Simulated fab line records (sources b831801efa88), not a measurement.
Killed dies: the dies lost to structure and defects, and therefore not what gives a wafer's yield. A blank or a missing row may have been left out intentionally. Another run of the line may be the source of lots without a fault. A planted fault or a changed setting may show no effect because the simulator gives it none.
Check of tool commonality + flow gf180mcu + Lots sampled 11, wafers sampled 33

## REASON IT WAS OPENED
At GF_TOP_METAL_CD_MEAS_14 the reading cd nm is flagged on 3 of 11 lots. Fault-free wafers read 440.4 nm, with a standard deviation of 2.
Rule: a lot gets a flag if all its wafers with a number sit over 4 standard deviations from that mean, or if no wafer of it has a number. The rest of the lots are taken to be sound.

| lot  | measured     | on        | cd nm (nm), wafer by wafer | flag    |
|------|--------------|-----------|----------------------------|---------|
| L359 | day 27 23:42 | cd sem-02 | 440.3 440.7 437.4          |         |
| L360 | day 28 04:07 | cd sem-01 | 439.1 439.3 440.8          |         |
| L362 | day 29 04:35 | cd sem-02 | 440.2 441.5 441.9          |         |
| L363 | day 29 10:14 | cd sem-02 | 437.4 436.2 436.4          |         |
| L367 | day 30 17:16 | cd sem-01 | 455.3 457.9 457.2          | FLAGGED |
| L369 | day 31 05:32 | cd sem-01 | 452.7 456.3 455.7          | FLAGGED |
| L370 | day 31 10:14 | cd sem-01 | 457.2 458.3 456.3          | FLAGGED |
| L373 | day 32 03:20 | cd sem-01 | 438.6 441.7 439.5          |         |
| L379 | day 33 18:03 | cd sem-02 | 447.4 445.1 443.7          |         |
| L380 | day 33 19:24 | cd sem-02 | 438.9 439.7 438.9          |         |
| L382 | day 34 02:55 | cd sem-02 | 435.0 438.6 437.2          |         |
On average the flagged lots' numbers are 456.3 nm, which is +15.9 nm against the usual, or +8 standard deviations.

## EACH LOT AND THE TOOL IT RAN ON
Before the reading, the record contains 4 process steps out of a 602-step route. Cell contents, in order: the tool; ch with the chambers the sampled wafers went through; the start.
| lot  | flag    | GF_V5_STRIP_18                       | GF_V5_SPUTTER_21             | GF_V5_SPUTTER_22             | GF_TOP_METAL_EXPOSE_11              |
|------|---------|--------------------------------------|------------------------------|------------------------------|-------------------------------------|
| L359 |         | plasma asher-04 ch 0,1, day 27 02:44 | pvd sputter-01, day 27 03:17 | pvd sputter-01, day 27 03:20 | iline stepper-01 ch 0, day 27 14:27 |
| L360 |         | plasma asher-02 ch 0,1, day 27 06:32 | pvd sputter-01, day 27 07:04 | pvd sputter-01, day 27 07:08 | iline stepper-02 ch 0, day 27 18:35 |
| L362 |         | plasma asher-04 ch 0,1, day 28 07:26 | pvd sputter-03, day 28 07:59 | pvd sputter-03, day 28 08:02 | iline stepper-01 ch 0, day 28 18:49 |
| L363 |         | plasma asher-04 ch 0,1, day 28 14:36 | pvd sputter-02, day 28 15:08 | pvd sputter-02, day 28 15:12 | iline stepper-01 ch 0, day 29 01:23 |
| L367 | FLAGGED | plasma asher-01 ch 0,1, day 29 20:49 | pvd sputter-03, day 29 21:21 | pvd sputter-03, day 29 21:25 | iline stepper-01 ch 0, day 30 08:14 |
| L369 | FLAGGED | plasma asher-01 ch 0,1, day 30 09:25 | pvd sputter-02, day 30 10:17 | pvd sputter-02, day 30 10:21 | iline stepper-01 ch 0, day 30 20:37 |
| L370 | FLAGGED | plasma asher-04 ch 0,1, day 30 14:45 | pvd sputter-02, day 30 15:36 | pvd sputter-02, day 30 15:40 | iline stepper-01 ch 0, day 31 01:25 |
| L373 |         | plasma asher-02 ch 0,1, day 31 09:36 | pvd sputter-01, day 31 10:08 | pvd sputter-01, day 31 10:11 | iline stepper-02 ch 0, day 31 19:35 |
| L379 |         | plasma asher-01 ch 0,1, day 33 00:47 | pvd sputter-01, day 33 01:22 | pvd sputter-01, day 33 01:25 | iline stepper-02 ch 0, day 33 10:17 |
| L380 |         | plasma asher-04 ch 0, day 33 03:05   | pvd sputter-02, day 33 03:38 | pvd sputter-02, day 33 03:41 | iline stepper-02 ch 0, day 33 12:10 |
| L382 |         | plasma asher-04 ch 0,1, day 33 10:53 | pvd sputter-01, day 33 11:25 | pvd sputter-01, day 33 11:29 | iline stepper-02 ch 0, day 33 20:01 |
What these steps do:
- GF_V5_STRIP_18: strips in O2/N2.
- GF_V5_SPUTTER_21: material Ti, target thk 15 nm, time 80.02 s.
- GF_V5_SPUTTER_22: material TiN, target thk 10 nm, time 40 s.
- GF_TOP_METAL_EXPOSE_11: exposes mask MetalTop, target cd 440 nm.
- GF_TOP_METAL_CD_MEAS_14: target cd 440 nm.

## FLAGGED AGAINST TOTAL, ONE TOOL AT A TIME (gauges that did the reading follow at the end)
| step                    | tool             | lots run | flagged | share of the flagged lots | sound lots run after its first flagged lot |
|-------------------------|------------------|----------|---------|---------------------------|--------------------------------------------|
| GF_V5_STRIP_18          | plasma asher-01  | 3        | 2       | some                      | 1 (L379)                                   |
| GF_V5_STRIP_18          | plasma asher-02  | 2        | 0       | none                      | -                                          |
| GF_V5_STRIP_18          | plasma asher-04  | 6        | 1       | some                      | 2 (L380,L382)                              |
| GF_V5_SPUTTER_21        | pvd sputter-01   | 5        | 0       | none                      | -                                          |
| GF_V5_SPUTTER_21        | pvd sputter-02   | 4        | 2       | some                      | 1 (L380)                                   |
| GF_V5_SPUTTER_21        | pvd sputter-03   | 2        | 1       | some                      | 0                                          |
| GF_V5_SPUTTER_22        | pvd sputter-01   | 5        | 0       | none                      | -                                          |
| GF_V5_SPUTTER_22        | pvd sputter-02   | 4        | 2       | some                      | 1 (L380)                                   |
| GF_V5_SPUTTER_22        | pvd sputter-03   | 2        | 1       | some                      | 0                                          |
| GF_TOP_METAL_EXPOSE_11  | iline stepper-01 | 6        | 3       | all                       | 0                                          |
| GF_TOP_METAL_EXPOSE_11  | iline stepper-02 | 5        | 0       | none                      | -                                          |
| GF_TOP_METAL_CD_MEAS_14 | cd sem-01        | 5        | 3       | all                       | 1 (L373)                                   |
| GF_TOP_METAL_CD_MEAS_14 | cd sem-02        | 6        | 0       | none                      | -                                          |

## WHAT THE TABLE PERMITS
2 rows of the table ran every flagged lot: iline stepper-01 at GF_TOP_METAL_EXPOSE_11, cd sem-01 at GF_TOP_METAL_CD_MEAS_14.
- iline stepper-01 at GF_TOP_METAL_EXPOSE_11 ran 6 lots, 3 of them flagged. It ran its last sound lot, L363, at day 29 01:23 and its first flagged lot, L367, at day 30 08:14: a fault with its onset between the two fits. Its own readings lie more than 4 standard deviations out on every wafer of the flagged lots: exposure dose mJ cm2.
- cd sem-01 at GF_TOP_METAL_CD_MEAS_14 ran 5 lots, 3 of them flagged. Sound lots followed the first flagged one (L373) on it, something a lasting fault affecting the whole tool could not allow.
Just one tool remains: iline stepper-01 at GF_TOP_METAL_EXPOSE_11.

## WHAT HAD BEEN PUT IN BY THE SIMULATOR
Drift in process parameters on iline stepper-01 at GF_TOP_METAL_EXPOSE_11, starting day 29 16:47. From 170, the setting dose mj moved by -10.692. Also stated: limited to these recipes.
Struck lots among those shown: L367, L369, L370. The rule given above showed the same thing.
